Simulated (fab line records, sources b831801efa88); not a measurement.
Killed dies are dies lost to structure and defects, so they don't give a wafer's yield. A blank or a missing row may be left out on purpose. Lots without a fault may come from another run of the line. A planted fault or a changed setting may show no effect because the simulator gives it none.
Which tool did it? | flow gf180mcu | 14 lots, 42 wafers sampled, at 3 steps of a route of 602

WHAT THE GAUGES READ, wafer by wafer
GF_M5_OVL_MEAS_08. Usual: M5_OVL -1 nm, standard deviation 4.3.
lot  | measured     | on         | M5_OVL (nm) | flag
L478 | day 26 03:40 | overlay-01 | 4 5 0       |
L479 | day 26 11:08 | overlay-01 | 3 1 1       |
L480 | day 26 13:46 | overlay-01 | 4 -2 7      |
L482 | day 27 17:43 | overlay-02 | -1 0 -1     |
L483 | day 28 04:18 | overlay-02 | -4 -4 -6    |
L486 | day 29 09:05 | overlay-01 | 4 -1 -5     |
L488 | day 29 22:05 | overlay-01 | 0 3 3       |
L490 | day 30 03:44 | overlay-02 | 1 -4 -3     |
L492 | day 30 10:07 | overlay-02 | -7 -3 -2    |
L493 | day 31 03:11 | overlay-01 | 4 1 -2      |
L496 | day 31 08:38 | overlay-02 | 0 1 1       |
L497 | day 31 12:44 | overlay-02 | 0 3 2       |
L498 | day 31 16:04 | overlay-01 | -5 -2 7     |
L500 | day 32 04:35 | overlay-01 | 0 2 6       |

GF_V5_OVL_MEAS_15. Usual: V5_OVL -1 nm, standard deviation 6.1.
lot  | measured     | on         | V5_OVL (nm) | flag
L478 | day 27 01:20 | overlay-01 | 3 0 5       |
L479 | day 27 08:37 | overlay-01 | 1 3 4       |
L480 | day 27 09:45 | overlay-01 | -2 13 11    |
L482 | day 28 14:04 | overlay-02 | 2 -9 0      |
L483 | day 29 00:42 | overlay-02 | -6 -6 -5    |
L486 | day 30 04:59 | overlay-02 | -5 -2 -2    |
L488 | day 30 18:13 | overlay-02 | -3 -7 -12   |
L490 | day 30 23:07 | overlay-02 | -5 -6 -5    |
L492 | day 31 05:12 | overlay-02 | 0 0 -5      |
L493 | day 31 22:19 | overlay-02 | -9 -14 -7   |
L496 | day 32 03:17 | overlay-01 | 6 -3 2      |
L497 | day 32 07:19 | overlay-01 | 0 11 6      |
L498 | day 32 10:35 | overlay-02 | -11 -2 -4   |
L500 | day 32 22:37 | overlay-01 | -10 -4 -4   |

WHICH TOOL RAN EACH LOT (tool, then ch and the chambers of the sampled wafers, then the start)
lot  | GF_V5_CMP_04
L478 | cmp-02 ch 1,2, day 26 04:38
L479 | cmp-02 ch 0,2,3, day 26 12:08
L480 | cmp-02 ch 1,2,3, day 26 14:50
L482 | cmp-02 ch 0,3, day 27 18:44
L483 | cmp-02 ch 0,1,2, day 28 05:17
L486 | cmp-02 ch 0,3, day 29 10:03
L488 | cmp-02 ch 1,2,3, day 29 23:21
L490 | cmp-01 ch 0,1, day 30 05:02
L492 | cmp-01 ch 0,1,3, day 30 11:26
L493 | cmp-02 ch 0,1,2, day 31 04:12
L496 | cmp-01 ch 0,1,3, day 31 09:41
L497 | cmp-01 ch 0,1,3, day 31 13:45
L498 | cmp-01 ch 0,1,3, day 31 17:08
L500 | cmp-02 ch 1,2,3, day 32 05:35
- GF_V5_CMP_04: polishes SiO2.

WHAT THE TOOLS THEMSELVES READ (means of the sampled wafers that have a number; where no wafer has one, the mark that the record gives instead)
GF_V5_CMP_04. Usual: motor_current_A 11.5 A, standard deviation 0.96; retaining_ring_pressure_frac 1.001, standard deviation 0.0051; slurry_flow_ml_min 150.0, standard deviation 0.45.
lot  | tool   | motor_current_A (A) | retaining_ring_pressure_frac | slurry_flow_ml_min | flag
L478 | cmp-02 | 10.9                | 1.008                        | 149.9              |
L479 | cmp-02 | 10.8                | 1.000                        | 150.2              |
L480 | cmp-02 | 11.6                | 1.003                        | 150.1              |
L482 | cmp-02 | 11.4                | 1.004                        | 150.4              |
L483 | cmp-02 | 11.5                | 1.004                        | 150.0              |
L486 | cmp-02 | 11.3                | 1.001                        | 150.2              |
L488 | cmp-02 | 11.3                | 1.002                        | 150.2              |
L490 | cmp-01 | 12.4                | 0.998                        | 150.4              |
L492 | cmp-01 | 11.9                | 0.999                        | 149.4              |
L493 | cmp-02 | 11.2                | 0.999                        | 150.0              |
L496 | cmp-01 | 12.1                | 1.000                        | 150.3              |
L497 | cmp-01 | 11.8                | 1.001                        | 149.9              |
L498 | cmp-01 | 11.9                | 0.997                        | 149.9              |
L500 | cmp-02 | 11.3                | 0.998                        | 150.0              |

THE ANSWER, worked out from the rows above alone
Rule: a lot is off if the mean of its wafers that have a number lies more than 3 standard deviations from the usual mean. A lot without any number at a reading at which 4 lots or more have one is off too. The other lots that the step has rows for count as sound. The gauges are gone through in route order, then the tools' own readings, and for those a lot's mean is taken as printed above. The first step at which some lot is off is used, and at that step the reading that is off furthest; a lot without a number counts as furthest.
No lot is off at any reading shown: from this, nothing can be told.

WHAT THE SIMULATOR HAD PUT IN
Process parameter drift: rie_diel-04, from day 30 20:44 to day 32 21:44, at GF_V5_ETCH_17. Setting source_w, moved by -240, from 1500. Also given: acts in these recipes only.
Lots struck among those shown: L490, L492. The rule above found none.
